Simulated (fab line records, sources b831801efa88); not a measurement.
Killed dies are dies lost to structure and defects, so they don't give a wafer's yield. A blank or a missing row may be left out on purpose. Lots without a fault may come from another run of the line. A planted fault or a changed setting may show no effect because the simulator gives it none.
One fault seen from 2 desks | flow sky130 | each desk has only its own numbers; what lay behind them comes last

THE METROLOGY DESK
What the gauges read, lot by lot, whatever tool the lot ran on: means of the sampled wafers that have a number. A lot is out of limits, marked OUT, if its mean lies more than 4 standard deviations from the usual mean; the brackets give that distance.
Columns: A = METAL4_OVL at SKY_METAL4_OVL_MEAS_14, usual -2 nm; B = VIA4_W_RS at SKY_VIA4_RS_MEAS_19, usual 0.2261 ohm/sq; C = VIA4_W_THK at SKY_VIA4_THK_MEAS_20, usual 496 nm; D = PAD_OPEN_BOW at SKY_PAD_OPEN_BOW_MEAS_13, usual 48 um
lot  | first seen here | A  | B                 | C              | D
L825 | day 41 23:53    | 2  | 0.2253            | 496            | 44
L828 | day 42 23:24    | -1 | 0.2242            | 503            | 36
L827 | day 43 00:25    | 1  | 0.2265            | 496            | 46
L829 | day 43 08:22    | -4 | 0.2225            | 507            | 51
L836 | day 44 23:18    | 3  | 0.2407 (+6.7) OUT | 468 (-5.1) OUT | 24
L837 | day 45 15:07    | 3  | 0.2577 (+14) OUT  | 441 (-10) OUT  | 46
L843 | day 47 04:01    | -8 | 0.2272            | 495            | 46
L846 | day 47 23:46    | 1  | 0.2267            | 494            | 48
L847 | day 48 04:19    | 3  | 0.2264            | 497            | 44
L848 | day 48 11:57    | -8 | 0.2261            | 496            | 47
This desk's finding: out of limits on L836, L837; first on L836, day 45 23:34 (VIA4_W_RS at SKY_VIA4_RS_MEAS_19). In limits: L825, L828, L827, L829, L843, L846, L847, L848.

THE TOOL OWNER'S DESK: cvd_w-01
The tool's own readings at SKY_VIA4_CVD_18 (deposits W, target thk 505 nm, time 152.14 s): means of the sampled wafers that have a number, for each lot that ran on this tool. A lot is out of limits, marked OUT, if its mean lies more than 4 standard deviations from the usual mean; the brackets give that distance.
Columns: A = heater_power_w at SKY_VIA4_CVD_18, usual 765 W; B = susceptor_temp_C at SKY_VIA4_CVD_18, usual 399.99 C
lot  | first seen here | A   | B
L825 | day 43 02:18    | 717 | 400.11
L828 | day 44 00:59    | 728 | 400.10
L836 | day 45 23:25    | 720 | 396.79 (-17) OUT
L837 | day 46 14:34    | 697 | 393.45 (-34) OUT
L848 | day 49 08:16    | 736 | 399.89
This desk's finding: out of limits on L836, L837; first on L836, day 45 23:25 (susceptor_temp_C at SKY_VIA4_CVD_18). In limits: L825, L828, L848.

PUT TOGETHER
The tool owner's desk could have raised an alarm at day 45 23:25, on L836, L837.
The metrology desk could have raised an alarm at day 45 23:34, on L836, L837.
Of the lots named, all ran SKY_VIA4_CVD_18 on cvd_w-01.

WHAT THE SIMULATOR HAD PUT IN
Process parameter drift: cvd_w-01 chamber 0, from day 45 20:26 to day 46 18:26, at SKY_VIA4_CVD_18. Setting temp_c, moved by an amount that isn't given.
Lots struck among those shown: L836, L837.
Hours from the fault's start to each desk's first reading out of limits: the tool owner's desk, 3; the metrology desk, 3.
